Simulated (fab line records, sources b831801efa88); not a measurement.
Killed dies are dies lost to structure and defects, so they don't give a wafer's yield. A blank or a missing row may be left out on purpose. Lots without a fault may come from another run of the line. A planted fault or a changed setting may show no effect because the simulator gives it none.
Which tool did it? | flow gf180mcu | 11 lots, 33 wafers sampled, at 2 steps of a route of 602

WHAT THE GAUGES READ, wafer by wafer
GF_V5_RS_MEAS_24: measures by four-point-probe.
lot  | measured     | on            | V5_W_RS (ohm/sq)
L851 | day 28 00:29 | film_metro-04 | 0.329 0.327 0.334
L853 | day 28 14:22 | film_metro-02 | 0.330 0.321 0.324
L854 | day 28 23:41 | film_metro-02 | 0.331 0.325 0.332
L855 | day 29 00:34 | film_metro-04 | 0.328 0.330 0.329
L857 | day 29 15:05 | film_metro-04 | 0.323 0.318 0.324
L861 | day 31 00:20 | film_metro-04 | 0.334 0.332 0.330
L863 | day 31 11:14 | film_metro-03 | 0.326 0.332 0.324
L864 | day 31 16:17 | film_metro-03 | 0.328 0.327 0.332
L865 | day 31 19:19 | film_metro-02 | 0.329 0.331 0.332
L868 | day 32 17:31 | film_metro-03 | 0.167 0.323 0.167
L870 | day 33 03:26 | film_metro-04 | 0.325 0.326 0.323

WHICH TOOL RAN EACH LOT (tool, then ch and the chambers of the sampled wafers, then the start)
lot  | GF_V5_CVD_23
L851 | cvd_w-02 ch 0,1, day 28 00:22
L853 | cvd_w-01 ch 0,1, day 28 14:16
L854 | cvd_w-01 ch 0,1, day 28 23:34
L855 | cvd_w-02 ch 0,1, day 29 00:28
L857 | cvd_w-01 ch 0, day 29 14:58
L861 | cvd_w-01 ch 1, day 31 00:07
L863 | cvd_w-02 ch 0,1, day 31 11:08
L864 | cvd_w-01 ch 0,1, day 31 16:08
L865 | cvd_w-02 ch 0,1, day 31 19:13
L868 | cvd_w-01 ch 0,1, day 32 17:24
L870 | cvd_w-02 ch 0,1, day 33 03:20
- GF_V5_CVD_23: deposits W, target thk 350 nm, time 104.9 s.

THE ANSWER, worked out from the rows above alone
Rule: what is usual is taken from the lots themselves. Put in order of their means at a reading, lots are off if they are a third of the lots or fewer, leave a main group of 4 or more, and stand apart from it by a gap of 3 or more times the standard deviation of the main group's means; of several such gaps the widest counts. A main group whose means are all the same, to the digits that the tables above print for the reading, isn't used. A lot without any number at a reading at which 4 lots or more have one is off too. The other lots that the step has rows for count as sound.
Off: L868, at GF_V5_RS_MEAS_24 (V5_W_RS). The main group: mean 0.328 ohm/sq, standard deviation 0.003.
A tool fits if, at a process step before that reading, it ran every lot that is off, and no sound lot after the first of them. The gauges at GF_V5_RS_MEAS_24 are tried like those tools. Can't be told from this: 2 tools fit, cvd_w-01 at GF_V5_CVD_23, film_metro-03 at GF_V5_RS_MEAS_24.

WHAT THE SIMULATOR HAD PUT IN
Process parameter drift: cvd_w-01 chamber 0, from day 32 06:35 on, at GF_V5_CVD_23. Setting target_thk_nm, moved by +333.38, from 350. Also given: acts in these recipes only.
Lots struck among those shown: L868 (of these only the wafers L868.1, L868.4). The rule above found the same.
